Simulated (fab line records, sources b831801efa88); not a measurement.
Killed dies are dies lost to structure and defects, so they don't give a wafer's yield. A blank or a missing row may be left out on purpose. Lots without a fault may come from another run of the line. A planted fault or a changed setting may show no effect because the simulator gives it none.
fab line records | flow sfq_line
record lots=7 wafers=18 last_day=94
route steps=325 shown INCOMING@1 L0@3 L0V@16 M0@28 M8@325
lots that met no fault: from a run of the same line without faults
start_h: hours from the record's first day to the start of the lot's first wafer shown | wait_h: hours since the lot's step before | " the same as in the row above | L1.1+2: a row that stands for several wafers | - no value, or no start given | * or withheld: withheld | < > ~ a bound
route shown NAME@n: a module of which the file shows steps, and the number in the route of the first | usual: mean/standard deviation of fault-free wafers | same: alike in all rows | chamber/n: place in a boat | sites: the reading at each site | _std_site: their standard deviation | _edge_site: outer sites' mean less inner sites' | radius_mm: how far each site lies from the wafer's centre | mask NAME#n: copy n | behind: the tool/chamber that last shaped the wafer | hold: why the lot was held/for how many hours/how that ended | device: the transistor (n, p or np) that didn't switch | end of line: the same wafers' tests at the end of the route | a step without rows: its recipe alone | killed: dies lost to structure and defects at the first sort, not the wafer's yield | map: a wafer's dies, x killed, . not, _ none there
set.NAME: the setting as run; set.NAME@STEP: as run at that earlier step | model.NAME: the simulator's own value behind a step, which no gauge read
lots at some steps of the route; a table a step, a row a wafer
services: from which hour (start_h, from the record's first day; less than 0 if before it) a tool's chamber was out of use, for how many hours, and why
## steps
# step SFQ_INCOMING_BOW_MEAS_900
# recipe mode=bow
# usual INCOMING_BOW=-1/6.2
# columns lot.wafer tool chamber start_h wait_h INCOMING_BOW[um]
L164.2 film_metro-02 - 20.02 - -4
L164.3 " - " " -1
L164.5 " - " " -12
L166.2 film_metro-02 - 30.02 - -3
L166.4 " - " " -2
L166.5 " - " " 0
L172.4 film_metro-03 - 60.06 - -8
L172.6 " - " " 6
L173.4 film_metro-02 - 65.06 - 2
L173.6 " - " " 1
L175.4 film_metro-03 - 75.06 - -2
L175.6 " - " " -6
L181.2 film_metro-03 - 105.02 - 2
L181.5 " - " " -1
L181.6 " - " " -1
L182.1 film_metro-04 - 110.00 - 2
L182.2 " - " " 1
L182.4 " - " " -5
# step SFQ_TRILAYER_INCOMING_OXIDATION_002
# recipe temp_c=1000 ambient=H2O target_thk_a=5000 p_h2o_torr=720 ox_time_s=4939
# step SFQ_TRILAYER_L0_DEP_SPUTTER_003
# recipe material=MoNx_KI base_pressure_pa=1.33e-06 target_thk_nm=40 power_w=800 time_s=100 chamber_pressure_pa=0.4
# usual throttle_valve_pct=30.6/1.1
# columns lot.wafer tool chamber start_h wait_h throttle_valve_pct model.MoNx_KI_of_TRILAYER_L0_DEP_SPUTTER_003.thk_nm
L164.2 pvd_sputter-05 - 22.49 0.0 30.7 39.41
L164.3 " - " " 31.3 39.81
L164.5 " - " " 28.0 39.87
L166.2 pvd_sputter-03 - 32.49 0.0 29.7 40.44
L166.4 " - " " 30.0 40.61
L166.5 " - " " 30.1 40.76
L172.4 pvd_sputter-05 - 62.49 0.0 30.7 42.45
L172.6 " - " " 31.0 42.53
L173.4 pvd_sputter-05 - 67.49 0.0 31.6 42.48
L173.6 " - " " 30.7 42.11
L175.4 pvd_sputter-05 - 77.49 0.0 31.5 42.75
L175.6 " - " " 31.2 42.92
L181.2 pvd_sputter-06 - 107.49 0.0 30.4 39.99
L181.5 " - " " 30.8 39.94
L181.6 " - " " 30.3 39.53
L182.1 pvd_sputter-03 - 112.49 0.0 30.0 40.63
L182.2 " - " " 31.1 40.83
L182.4 " - " " 30.0 40.78
# step SFQ_L0_RS_MEAS_901
# recipe thk_meas_gauge=four-point-probe reads=MoNx_KI_of_TRILAYER_L0_DEP_SPUTTER_003
# usual L0_MONX_KI_RS=43.3/0.41
# columns lot.wafer tool chamber start_h wait_h L0_MONX_KI_RS[ohm/sq]
L164.2 film_metro-03 - 22.58 0.1 44.2
L164.3 " - " " 43.7
L164.5 " - " " 43.6
L166.2 film_metro-02 - 32.58 0.1 43.0
L166.4 " - " " 42.8
L166.5 " - " " 42.7
L172.4 film_metro-01 - 62.62 0.1 41.0
L172.6 " - " " 41.0
L173.4 film_metro-02 - 67.62 0.1 40.9
L173.6 " - " " 41.3
L175.4 film_metro-01 - 77.62 0.1 40.8
L175.6 " - " " 40.6
L181.2 film_metro-02 - 107.58 0.1 43.5
L181.5 " - " " 43.5
L181.6 " - " " 43.9
L182.1 film_metro-02 - 112.56 0.0 42.8
L182.2 " - " " 42.6
L182.4 " - " " 42.6
# step SFQ_L0_THK_MEAS_902
# recipe thk_meas_gauge=xrf reads=MoNx_KI_of_TRILAYER_L0_DEP_SPUTTER_003
# usual L0_MONX_KI_THK=40.3/0.48
# columns lot.wafer tool chamber start_h wait_h L0_MONX_KI_THK[nm]
L164.2 film_metro-03 - 22.69 0.1 39.5
L164.3 " - " " 40.2
L164.5 " - " " 40.1
L166.2 film_metro-02 - 32.69 0.1 40.3
L166.4 " - " " 40.7
L166.5 " - " " 40.8
L172.4 film_metro-01 - 62.71 0.1 42.8
L172.6 " - " " 42.9
L173.4 film_metro-02 - 67.71 0.1 42.3
L173.6 " - " " 42.0
L175.4 film_metro-01 - 77.71 0.1 43.3
L175.6 " - " " 43.4
L181.2 film_metro-02 - 107.69 0.1 40.0
L181.5 " - " " 39.8
L181.6 " - " " 39.6
L182.1 film_metro-02 - 112.68 0.1 40.8
L182.2 " - " " 40.9
L182.4 " - " " 40.8
# step SFQ_TRILAYER_L0_LITHO_COAT_010
# recipe resist=BARC spin_rpm=3000 resist_thk_nm=62
# step SFQ_TRILAYER_L0_LITHO_COAT_005
# recipe resist=KrF spin_rpm=3000 resist_thk_nm=600
# step SFQ_TRILAYER_L0_LITHO_SOFTBAKE_009
# recipe temp_c=withheld time_s=withheld resist=KrF
# step SFQ_TRILAYER_L0_LITHO_EXPOSE_006
# recipe mask_id=L0 na=0.6 source_shape=conventional sigma_outer=0.65 target_cd_nm=2000 dose_mj=14.4
# step SFQ_TRILAYER_L0_LITHO_PEB_008
# recipe peb_temp_c=115 peb_time_s=60 resist=KrF
# step SFQ_TRILAYER_L0_LITHO_DEVELOP_007
# recipe time_s=60 resist=KrF
# step SFQ_TRILAYER_L0_BARC_OPEN_METAL_ETCH_010
# recipe mask_material=PR chemistry=O2 target_depth_nm=125 target=BARC icp_w=600 bias_w=80 pressure_mtorr=10 time_s=41.7
# usual drypump_motor_current_A=5.7/0.44 oes_product_au=0.685/0.0052
# columns lot.wafer tool chamber start_h wait_h drypump_motor_current_A oes_product_au rf_hours_counter_h
L164.2 rie_metal-01 1 90.98 0.1 5.4 0.691 82
L164.3 " 1 " " 5.4 0.693 -
L164.5 " 1 " " 5.4 0.688 -
L166.2 rie_metal-02 1 105.40 0.1 6.5 0.683 -
L166.4 " 1 " " 6.4 0.685 -
L166.5 " 1 " " 6.4 0.677 -
L172.4 rie_metal-02 1 139.00 0.1 6.5 0.684 -
L172.6 " 1 " " 6.4 0.676 -
L173.4 rie_metal-01 0 146.20 0.1 5.4 0.692 -
L173.6 " 1 " " 5.4 0.683 -
L175.4 rie_metal-03 1 157.04 0.1 5.8 0.677 -
L175.6 " 1 " " 5.8 0.683 -
L181.2 rie_metal-02 1 200.56 0.1 6.4 0.678 159
L181.5 " 0 " " 5.3 0.678 -
L181.6 " 1 " " 6.4 0.681 -
L182.1 rie_metal-03 0 209.06 0.1 5.5 0.681 11
L182.2 " 1 " " 5.8 0.679 169
L182.4 " 0 " " 5.5 0.680 -
# step SFQ_TRILAYER_L0_ETCH_METAL_ETCH_008
# recipe target=MoNx_KI stop_on=SiO2 mask_material=PR chemistry=SF6/O2 target_depth_nm=50 icp_w=600 bias_w=80 pressure_mtorr=10 time_s=25
# usual drypump_motor_current_A=5.7/0.43 oes_product_au=0.875/0.0064
# columns lot.wafer tool chamber start_h wait_h drypump_motor_current_A oes_product_au rf_hours_counter_h
L164.2 rie_metal-01 1 91.04 0.0 5.3 0.863 82
L164.3 " 1 " " 5.4 0.866 -
L164.5 " 1 " " 5.4 0.872 -
L166.2 rie_metal-02 1 105.52 0.1 6.4 0.886 -
L166.4 " 1 " " 6.4 0.880 -
L166.5 " 1 " " 6.4 0.879 -
L172.4 rie_metal-02 1 139.06 0.0 6.4 0.906 -
L172.6 " 1 " " 6.4 0.901 -
L173.4 rie_metal-01 0 146.26 0.0 5.3 0.904 -
L173.6 " 1 " " 5.4 0.909 -
L175.4 rie_metal-03 1 157.15 0.1 5.8 0.908 -
L175.6 " 1 " " 5.8 0.911 -
L181.2 rie_metal-02 1 200.61 0.0 6.5 0.874 159
L181.5 " 0 " " 5.3 0.873 -
L181.6 " 1 " " 6.5 0.873 -
L182.1 rie_metal-03 0 209.11 0.0 5.5 0.880 11
L182.2 " 1 " " 5.8 0.882 169
L182.4 " 0 " " 5.5 0.886 -
# step SFQ_TRILAYER_L0_STRIP_STRIP_009
# recipe gas=O2 power_w=200 platen_temp_c=40 overash_fraction=0.65 chemistry=O2 pressure_mtorr=50
# step SFQ_TRILAYER_L0_STRIP_SOLV_CLEAN_010
# recipe chemistry=NMP temp_c=70 time_s=600
# step SFQ_TRILAYER_L0_CAP_PECVD_011
# recipe material=SiO2 temp_c=150 time_s=13.333 pressure_torr=2.4 rf_w=183.3 precursor=SiH4/N2O target_thk_nm=60
# usual chamber_pressure_Torr=2.400/0.005 heater_power_w=91/11 throttle_valve_pct=25.1/0.95
# columns lot.wafer tool chamber start_h wait_h chamber_pressure_Torr heater_power_w throttle_valve_pct
L164.2 pecvd-04 0 91.86 0.0 2.402 97 23.6
L164.3 " 2 " " 2.411 84 24.4
L164.5 " 0 " " 2.405 98 24.0
L166.2 pecvd-02 1 106.97 0.0 2.403 104 25.5
L166.4 " 2 " " 2.404 116 26.6
L166.5 " 0 " " 2.401 81 26.1
L172.4 pecvd-02 2 139.87 0.0 2.398 100 26.5
L172.6 " 0 " " 2.400 84 26.1
L173.4 pecvd-04 2 147.07 0.0 2.395 90 24.6
L173.6 " 0 " " 2.407 95 23.9
L175.4 pecvd-02 1 158.58 0.0 2.401 108 25.6
L175.6 " 2 " " 2.391 108 26.8
L181.2 pecvd-03 0 201.45 0.0 2.397 97 25.6
L181.5 " 0 " " 2.406 95 25.5
L181.6 " 1 " " 2.400 95 23.6
L182.1 pecvd-04 2 209.95 0.0 2.398 77 25.1
L182.2 " 0 " " 2.411 90 23.9
L182.4 " 2 " " 2.399 77 24.8
# step SFQ_TRILAYER_L0_VIA_LITHO_COAT_018
# recipe resist=BARC spin_rpm=3000 resist_thk_nm=62
# step SFQ_TRILAYER_L0_VIA_LITHO_COAT_013
# recipe resist=KrF spin_rpm=3000 resist_thk_nm=650
# step SFQ_TRILAYER_L0_VIA_LITHO_SOFTBAKE_017
# recipe temp_c=withheld time_s=withheld resist=KrF
# step SFQ_TRILAYER_L0_VIA_LITHO_EXPOSE_014
# recipe mask_id=L0V na=0.6 source_shape=conventional sigma_outer=0.65 target_cd_nm=700 dose_mj=21.3
# step SFQ_TRILAYER_L0_VIA_LITHO_PEB_016
# recipe peb_temp_c=115 peb_time_s=60 resist=KrF
# step SFQ_TRILAYER_L0_VIA_LITHO_DEVELOP_015
# recipe time_s=60 resist=KrF
# step SFQ_L0V_OVL_MEAS_903
# usual L0V_OVL=1/5.3
# columns lot.wafer tool chamber start_h wait_h L0V_OVL[nm]
L164.2 overlay-02 - 176.19 0.1 -2
L164.3 " - " " 4
L164.5 " - " " 2
L166.2 overlay-02 - 198.16 0.1 3
L166.4 " - " " 2
L166.5 " - " " 3
L172.4 overlay-02 - 241.47 0.1 1
L172.6 " - " " -1
L173.4 overlay-01 - 248.67 0.1 -6
L173.6 " - " " -9
L175.4 overlay-01 - 261.87 0.1 3
L175.6 " - " " 2
L181.2 overlay-02 - 300.26 0.1 -1
L181.5 " - " " 0
L181.6 " - " " 0
L182.1 overlay-02 - 318.38 0.1 -5
L182.2 " - " " -6
L182.4 " - " " -3
# step SFQ_TRILAYER_L0_VIA_BARC_OPEN_VIA_ETCH_021
# recipe mask_material=PR chemistry=O2 target_depth_nm=125 target=BARC source_w=500 bias_w=80 pressure_mtorr=30 time_s=41.7
# step SFQ_TRILAYER_L0_VIA_ETCH_VIA_ETCH_016
# recipe target=SiO2 stop_on=MoNx_KI mask_material=PR chemistry=CHF3 target_depth_nm=80 source_w=500 bias_w=80 pressure_mtorr=30 time_s=withheld
# usual drypump_motor_current_A=5.4/0.44 oes_product_au=0.843/0.008
# columns lot.wafer tool chamber start_h wait_h drypump_motor_current_A oes_product_au
L164.2 rie_diel-01 0 176.26 0.0 5.7 0.839
L164.3 " 2 " " 6.3 0.825
L164.5 " 2 " " 6.3 0.846
L166.2 rie_diel-01 3 198.23 0.0 5.6 0.831
L166.4 " 2 " " 6.3 0.846
L166.5 " 0 " " 5.6 0.842
L172.4 rie_diel-01 1 241.53 0.0 5.4 0.842
L172.6 " 3 " " 5.6 0.855
L173.4 rie_diel-01 0 248.75 0.0 5.6 0.841
L173.6 " 1 " " 5.3 0.849
L175.4 rie_diel-02 3 261.93 0.0 4.9 0.839
L175.6 " 2 " " 5.0 0.844
L181.2 rie_diel-02 1 300.33 0.0 4.9 0.831
L181.5 " 1 " " 4.9 0.837
L181.6 " 2 " " 5.0 0.848
L182.1 rie_diel-04 1 318.46 0.0 5.9 0.833
L182.2 " 3 " " 5.5 0.853
L182.4 " 0 " " 5.0 0.847
# step SFQ_TRILAYER_L0_VIA_STRIP_STRIP_017
# recipe gas=O2 power_w=200 platen_temp_c=40 overash_fraction=0.65 chemistry=O2 pressure_mtorr=50
# usual drypump_motor_current_A=5.4/0.39 oes_product_au=1.005/0.01
# columns lot.wafer tool chamber start_h wait_h drypump_motor_current_A oes_product_au rf_hours_counter_h
L164.2 rie_metal-01 1 176.30 - 5.4 1.016 96
L164.3 " 0 " " 5.4 0.991 -
L164.5 " 1 " " 5.4 1.014 -
L166.2 rie_metal-01 1 198.28 - 5.4 1.023 99
L166.4 " 1 " " 5.4 1.006 -
L166.5 " 0 " " 5.4 0.991 -
L172.4 rie_metal-02 0 241.78 - 5.3 1.015 -
L172.6 " 1 " " 6.4 1.014 -
L173.4 rie_metal-04 1 248.98 - 5.2 1.006 -
L173.6 " 1 " " 5.2 1.005 -
L175.4 rie_metal-04 0 262.18 - 5.3 1.009 -
L175.6 " 1 " " 5.1 1.008 -
L181.2 rie_metal-01 1 300.38 - 5.4 1.020 113
L181.5 " 0 " " 5.4 0.994 -
L181.6 " 1 " " 5.4 1.019 -
L182.1 rie_metal-01 1 318.50 - 5.4 1.023 116
L182.2 " 0 " " 5.3 1.005 42
L182.4 " 0 " " 5.4 0.999 -
# step SFQ_TRILAYER_L0_VIA_STRIP_SOLV_CLEAN_018
# recipe chemistry=NMP temp_c=70 time_s=600
# step SFQ_TRILAYER_M0_DEP_PRE_CLEAN_020
# recipe gas=Ar time_s=15 bias_v=250
# step SFQ_TRILAYER_M0_DEP_SPUTTER_019
# recipe material=Nb base_pressure_pa=1.33e-06 chamber_pressure_pa=0.1333 substrate_temp_c=20 resputter_cathode_voltage_v=400 target_thk_nm=200 power_w=2000 time_s=133.3
# usual throttle_valve_pct=30.2/0.92
# columns lot.wafer tool chamber start_h wait_h throttle_valve_pct
L164.2 pvd_sputter-04 - 177.10 0.0 30.4
L164.3 " - " " 29.3
L164.5 " - " " 30.0
L166.2 pvd_sputter-04 - 199.08 0.0 29.7
L166.4 " - " " 29.4
L166.5 " - " " 30.7
L172.4 pvd_sputter-03 - 242.38 0.0 30.0
L172.6 " - " " 29.7
L173.4 pvd_sputter-06 - 249.58 0.0 30.2
L173.6 " - " " 32.8
L175.4 pvd_sputter-04 - 262.78 0.0 29.5
L175.6 " - " " 29.2
L181.2 pvd_sputter-04 - 301.18 0.0 29.5
L181.5 " - " " 29.7
L181.6 " - " " 30.6
L182.1 pvd_sputter-04 - 319.30 0.0 29.7
L182.2 " - " " 29.4
L182.4 " - " " 29.5
# step SFQ_M0_RS_MEAS_904
# recipe thk_meas_gauge=four-point-probe reads=Nb_of_TRILAYER_M0_DEP_SPUTTER_019
# usual M0_NB_RS=0.892/0.0097
# columns lot.wafer tool chamber start_h wait_h M0_NB_RS[ohm/sq]
L164.2 film_metro-04 - 177.22 0.1 0.862
L164.3 " - " " 0.875
L164.5 " - " " 0.868
L166.2 film_metro-01 - 199.19 0.1 0.882
L166.4 " - " " 0.894
L166.5 " - " " 0.888
L172.4 film_metro-03 - 242.53 0.1 0.885
L172.6 " - " " 0.891
L173.4 film_metro-03 - 249.73 0.1 0.894
L173.6 " - " " 0.895
L175.4 film_metro-03 - 262.93 0.1 0.886
L175.6 " - " " 0.891
L181.2 film_metro-04 - 301.29 0.1 0.898
L181.5 " - " " 0.875
L181.6 " - " " 0.893
L182.1 film_metro-03 - 319.39 0.0 0.891
L182.2 " - " " 0.906
L182.4 " - " " 0.902
# step SFQ_TRILAYER_M0_LITHO_COAT_026
# recipe resist=BARC spin_rpm=3000 resist_thk_nm=62
# step SFQ_M8_BOW_MEAS_951
# recipe mode=bow
# usual M8_BOW=8/9.7
# columns lot.wafer tool chamber start_h wait_h M8_BOW[um] model.etest.l0.ohm_sq model.etest.l0v.link_ohm model.etest.l0.ohm_um
L164.2 film_metro-02 - 1886.78 0.0 5 44.14 45.03 22.1
L164.3 " - " " 6 43.69 44.6 21.87
L164.5 " - " " -4 43.63 44.52 21.83
L166.2 film_metro-04 - 1897.59 0.0 4 43.02 43.92 21.51
L166.4 " - " " 3 42.84 43.76 21.41
L166.5 " - " " 6 42.68 43.6 21.35
L172.4 film_metro-04 - 2146.95 0.1 4 40.98 41.89 20.47
L172.6 " - " " 19 40.91 41.83 20.46
L173.4 film_metro-02 - 2149.45 0.1 17 40.95 41.87 20.46
L173.6 " - " " 16 41.31 42.23 20.63
L175.4 film_metro-04 - 2167.50 0.1 -1 40.7 41.61 20.35
L175.6 " - " " -4 40.53 41.45 20.27
L181.2 film_metro-04 - 2252.86 0.0 10 43.5 44.43 21.78
L181.5 " - " " 8 43.55 44.46 21.79
L181.6 " - " " 7 44.01 44.93 22.02
L182.1 film_metro-01 - 2257.64 0.0 18 42.82 43.74 21.39
L182.2 " - " " 15 42.6 43.54 21.31
L182.4 " - " " 11 42.66 43.59 21.32
## services
# columns tool chamber start_h hours kind
rie_metal-01 - 13.64 1.4 pm
pvd_sputter-04 - 22.47 4.3 repair
rie_metal-02 - 23.31 2.8 pm
pvd_sputter-05 - 25.61 1.8 repair
pvd_sputter-05 - 30.42 9.4 repair
rie_diel-01 3 38.95 7.7 repair
pecvd-04 - 49.13 2.8 pm
pvd_sputter-04 - 63.76 8.2 repair
pecvd-04 0 66.16 5.4 repair
rie_metal-03 - 66.95 0.1 repair
rie_metal-02 - 84.81 14.6 pm
pvd_sputter-03 - 92.77 1.1 repair
rie_metal-03 0 95.85 11.9 repair
rie_metal-03 - 112.99 4.0 pm
pecvd-04 - 132.23 3.6 repair
rie_metal-03 0 146.80 10.5 repair
rie_metal-01 0 158.90 4.6 repair
pvd_sputter-05 - 164.07 10.1 repair
rie_diel-01 - 196.48 1.1 repair
rie_metal-02 - 203.10 0.6 repair
rie_diel-01 0 216.44 7.0 repair
rie_metal-02 - 245.08 0.7 repair
rie_diel-01 3 246.73 3.2 repair
rie_diel-01 1 270.29 2.8 repair
## key
first_sign step=SFQ_L0_RS_MEAS_901 reading=L0_MONX_KI_RS direction=down sigmas=5.9 usual=43.3 struck=40.9
effect step=SFQ_L0_THK_MEAS_902 reading=L0_MONX_KI_THK direction=up sigmas=5.2 usual=40.3 struck=42.8
effect step=SFQ_TRILAYER_L0_ETCH_METAL_ETCH_008 reading=oes_product_au direction=up sigmas=4.9 usual=0.875 struck=0.906
model_effect step=SFQ_TRILAYER_L0_DEP_SPUTTER_003 value=MoNx_KI_of_TRILAYER_L0_DEP_SPUTTER_003.thk_nm without=40.24 struck=42.54
model_effect step=SFQ_M8_BOW_MEAS_951 value=etest.l0.ohm_sq without=43.24 struck=40.9
met_at SFQ_TRILAYER_L0_DEP_SPUTTER_003
struck_wafers L172.4,L172.6,L173.4,L173.6,L175.4,L175.6
onset_between 22.49 62.49
fault kind=process_parameter_drift tool=pvd_sputter-05 chamber=- onset_h=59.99 steps=SFQ_TRILAYER_L0_DEP_SPUTTER_003 channel=time_s offset=* shape=step end_h=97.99 scope=struck_wafers_only acts_in=* stated=*
